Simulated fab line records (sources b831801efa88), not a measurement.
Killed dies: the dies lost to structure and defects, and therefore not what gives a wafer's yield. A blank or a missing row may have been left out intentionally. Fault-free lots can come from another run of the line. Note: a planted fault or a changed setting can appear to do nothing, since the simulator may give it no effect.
Which tool was responsible? / flow sky130 / 14 lots, 42 wafers sampled, at 4 steps of a route of 708

== WHAT THE GAUGES SHOWED, per wafer ==
SKY_VT_ADJUST_HVTP_CD_MEAS_07: target cd 380 nm. Usual: cd_nm at 379.0 nm, with a standard deviation of 2.4.
lot=L333; measured=day 6 09:40; on=cd_sem-02; cd_nm (nm)=379.2 381.7 379.7; flag=
lot=L335; measured=day 6 19:17; on=cd_sem-02; cd_nm (nm)=376.2 376.1 377.6; flag=
lot=L336; measured=day 7 03:04; on=cd_sem-02; cd_nm (nm)=376.2 377.2 377.3; flag=
lot=L337; measured=day 7 06:02; on=cd_sem-01; cd_nm (nm)=378.7 379.8 378.5; flag=
lot=L338; measured=day 7 13:15; on=cd_sem-01; cd_nm (nm)=377.7 377.3 377.3; flag=
lot=L341; measured=day 8 14:40; on=cd_sem-02; cd_nm (nm)=378.8 380.5 382.4; flag=
lot=L343; measured=day 9 02:16; on=cd_sem-01; cd_nm (nm)=382.8 381.6 381.9; flag=
lot=L348; measured=day 10 15:47; on=cd_sem-02; cd_nm (nm)=377.5 376.5 377.4; flag=
lot=L349; measured=day 10 19:11; on=cd_sem-01; cd_nm (nm)=379.4 382.6 380.9; flag=
lot=L350; measured=day 11 02:08; on=cd_sem-01; cd_nm (nm)=382.1 382.0 379.2; flag=
lot=L351; measured=day 11 06:12; on=cd_sem-02; cd_nm (nm)=379.6 377.4 379.4; flag=
lot=L352; measured=day 11 06:16; on=cd_sem-01; cd_nm (nm)=381.8 378.4 376.3; flag=
lot=L353; measured=day 11 15:05; on=cd_sem-01; cd_nm (nm)=380.3 379.5 381.4; flag=
lot=L355; measured=day 12 02:19; on=cd_sem-02; cd_nm (nm)=379.3 379.4 379.2; flag=

SKY_VT_ADJUST_HVTP_TW_MEAS_11. Usual: VT_ADJUST_HVTP_TW gives 1347 (standard deviation 9.7).
lot=L333; measured=day 6 10:03; on=film_metro-01; VT_ADJUST_HVTP_TW=1342 1345 1356; flag=
lot=L335; measured=day 6 19:41; on=film_metro-01; VT_ADJUST_HVTP_TW=1334 1348 1339; flag=
lot=L336; measured=day 7 03:28; on=film_metro-04; VT_ADJUST_HVTP_TW=1350 1347 1344; flag=
lot=L337; measured=day 7 06:26; on=film_metro-01; VT_ADJUST_HVTP_TW=1344 1344 1341; flag=
lot=L338; measured=day 7 13:39; on=film_metro-02; VT_ADJUST_HVTP_TW=1350 1355 1352; flag=
lot=L341; measured=day 8 15:04; on=film_metro-02; VT_ADJUST_HVTP_TW=1353 1352 1361; flag=
lot=L343; measured=day 9 02:40; on=film_metro-01; VT_ADJUST_HVTP_TW=1344 1342 1339; flag=
lot=L348; measured=day 10 16:11; on=film_metro-01; VT_ADJUST_HVTP_TW=1333 1331 1335; flag=
lot=L349; measured=day 10 19:35; on=film_metro-04; VT_ADJUST_HVTP_TW=1354 1351 1351; flag=
lot=L350; measured=day 11 02:31; on=film_metro-02; VT_ADJUST_HVTP_TW=1361 1360 1359; flag=
lot=L351; measured=day 11 06:36; on=film_metro-01; VT_ADJUST_HVTP_TW=1347 1348 1349; flag=
lot=L352; measured=day 11 06:40; on=film_metro-02; VT_ADJUST_HVTP_TW=1360 1364 1364; flag=
lot=L353; measured=day 11 15:28; on=film_metro-01; VT_ADJUST_HVTP_TW=1346 1346 1345; flag=
lot=L355; measured=day 12 02:43; on=film_metro-01; VT_ADJUST_HVTP_TW=1332 1321 1330; flag=

SKY_VT_ADJUST_PCH_TW_MEAS_10. Usual: VT_ADJUST_PCH_TW gives 142.4 (standard deviation 0.99).
lot=L333; measured=day 10 19:59; on=film_metro-02; VT_ADJUST_PCH_TW=142.9 143.4 144.1; flag=
lot=L335; measured=day 11 08:24; on=film_metro-02; VT_ADJUST_PCH_TW=143.1 142.8 142.8; flag=
lot=L336; measured=day 11 16:20; on=film_metro-04; VT_ADJUST_PCH_TW=142.3 142.9 143.7; flag=
lot=L337; measured=day 11 20:25; on=film_metro-01; VT_ADJUST_PCH_TW=141.8 140.7 141.8; flag=
lot=L338; measured=day 12 04:46; on=film_metro-02; VT_ADJUST_PCH_TW=142.9 142.2 143.5; flag=
lot=L341; measured=day 13 11:49; on=film_metro-02; VT_ADJUST_PCH_TW=143.4 142.3 143.1; flag=
lot=L343; measured=day 14 01:50; on=film_metro-02; VT_ADJUST_PCH_TW=143.2 142.5 142.8; flag=
lot=L348; measured=day 15 23:11; on=film_metro-02; VT_ADJUST_PCH_TW=143.0 143.8 143.3; flag=
lot=L349; measured=day 16 03:44; on=film_metro-02; VT_ADJUST_PCH_TW=143.8 143.1 143.2; flag=
lot=L350; measured=day 16 12:24; on=film_metro-02; VT_ADJUST_PCH_TW=143.5 143.7 143.3; flag=
lot=L351; measured=day 16 15:38; on=film_metro-01; VT_ADJUST_PCH_TW=141.0 141.4 141.1; flag=
lot=L352; measured=day 16 17:14; on=film_metro-02; VT_ADJUST_PCH_TW=142.8 144.0 143.1; flag=
lot=L353; measured=day 17 02:35; on=film_metro-04; VT_ADJUST_PCH_TW=142.0 141.9 141.9; flag=
lot=L355; measured=day 17 16:26; on=film_metro-02; VT_ADJUST_PCH_TW=141.8 143.2 143.3; flag=

== WHAT TOOL EACH LOT RAN ON (gives the tool, then ch and the chambers of the sampled wafers, and finally the start) ==
lot=L333; SKY_VT_ADJUST_NCORE_SOFTBAKE_03=litho_track-02 ch 0, day 8 11:55
lot=L335; SKY_VT_ADJUST_NCORE_SOFTBAKE_03=litho_track-01 ch 0, day 8 22:50
lot=L336; SKY_VT_ADJUST_NCORE_SOFTBAKE_03=litho_track-02 ch 0, day 9 06:34
lot=L337; SKY_VT_ADJUST_NCORE_SOFTBAKE_03=litho_track-04 ch 0, day 9 10:44
lot=L338; SKY_VT_ADJUST_NCORE_SOFTBAKE_03=litho_track-02 ch 0, day 9 17:33
lot=L341; SKY_VT_ADJUST_NCORE_SOFTBAKE_03=litho_track-02 ch 0, day 10 22:25
lot=L343; SKY_VT_ADJUST_NCORE_SOFTBAKE_03=litho_track-02 ch 0, day 11 11:45
lot=L348; SKY_VT_ADJUST_NCORE_SOFTBAKE_03=litho_track-01 ch 0, day 13 03:49
lot=L349; SKY_VT_ADJUST_NCORE_SOFTBAKE_03=litho_track-01 ch 0, day 13 07:25
lot=L350; SKY_VT_ADJUST_NCORE_SOFTBAKE_03=litho_track-04 ch 0, day 13 16:44
lot=L351; SKY_VT_ADJUST_NCORE_SOFTBAKE_03=litho_track-02 ch 0, day 13 19:08
lot=L352; SKY_VT_ADJUST_NCORE_SOFTBAKE_03=litho_track-04 ch 0, day 13 21:14
lot=L353; SKY_VT_ADJUST_NCORE_SOFTBAKE_03=litho_track-01 ch 0, day 14 05:40
lot=L355; SKY_VT_ADJUST_NCORE_SOFTBAKE_03=litho_track-04 ch 0, day 14 19:29
- SKY_VT_ADJUST_NCORE_SOFTBAKE_03: time 60 s.

== AS READ BY THE TOOLS THEMSELVES (means over the sampled wafers that have a number; for cases with no such wafer, the mark the record gives instead) ==
SKY_VT_ADJUST_NCORE_SOFTBAKE_03. Usual: heater_power_total_W 56.60 W, standard deviation 0.043; resist_line_temp_C 23.02 C, standard deviation 0.11; run_length_s 89.12 s, standard deviation 0.16.
lot=L333; tool=litho_track-02; heater_power_total_W (W)=56.56; resist_line_temp_C (C)=23.00; run_length_s (s)=88.99; flag=
lot=L335; tool=litho_track-01; heater_power_total_W (W)=56.61; resist_line_temp_C (C)=22.84; run_length_s (s)=89.41; flag=
lot=L336; tool=litho_track-02; heater_power_total_W (W)=56.62; resist_line_temp_C (C)=22.82; run_length_s (s)=89.02; flag=
lot=L337; tool=litho_track-04; heater_power_total_W (W)=56.54; resist_line_temp_C (C)=23.09; run_length_s (s)=89.04; flag=
lot=L338; tool=litho_track-02; heater_power_total_W (W)=56.59; resist_line_temp_C (C)=23.00; run_length_s (s)=89.10; flag=
lot=L341; tool=litho_track-02; heater_power_total_W (W)=58.92; resist_line_temp_C (C)=22.93; run_length_s (s)=82.41; flag=OFF
lot=L343; tool=litho_track-02; heater_power_total_W (W)=58.91; resist_line_temp_C (C)=23.06; run_length_s (s)=82.50; flag=OFF
lot=L348; tool=litho_track-01; heater_power_total_W (W)=56.55; resist_line_temp_C (C)=23.02; run_length_s (s)=89.27; flag=
lot=L349; tool=litho_track-01; heater_power_total_W (W)=56.62; resist_line_temp_C (C)=23.12; run_length_s (s)=89.31; flag=
lot=L350; tool=litho_track-04; heater_power_total_W (W)=56.60; resist_line_temp_C (C)=23.01; run_length_s (s)=89.17; flag=
lot=L351; tool=litho_track-02; heater_power_total_W (W)=56.63; resist_line_temp_C (C)=23.11; run_length_s (s)=88.97; flag=
lot=L352; tool=litho_track-04; heater_power_total_W (W)=56.58; resist_line_temp_C (C)=23.07; run_length_s (s)=89.19; flag=
lot=L353; tool=litho_track-01; heater_power_total_W (W)=56.63; resist_line_temp_C (C)=23.07; run_length_s (s)=89.32; flag=
lot=L355; tool=litho_track-04; heater_power_total_W (W)=56.61; resist_line_temp_C (C)=22.77; run_length_s (s)=89.08; flag=

== THE ANSWER, worked out from the rows above alone ==
Rule: a lot counts as off when the mean over its wafers that have a number is more than 3 standard deviations away from the usual mean. Also off: a lot with no number at a reading for which 4 or more lots have one. Any other lot the step has rows for is counted as sound. The gauges are gone through in route order, then the tools' own readings, and for those a lot's mean is taken as printed above. The first step at which some lot is off is used, and at that step the reading that is off furthest; a lot without a number counts as furthest.
Off: L341, L343, at SKY_VT_ADJUST_NCORE_SOFTBAKE_03 (heater_power_total_W).
A tool fits if, at that step or a process step before it, it ran every lot that is off, and no sound lot after the first of them. None of those tried fits.

== WHAT WAS PUT IN BY THE SIMULATOR ==
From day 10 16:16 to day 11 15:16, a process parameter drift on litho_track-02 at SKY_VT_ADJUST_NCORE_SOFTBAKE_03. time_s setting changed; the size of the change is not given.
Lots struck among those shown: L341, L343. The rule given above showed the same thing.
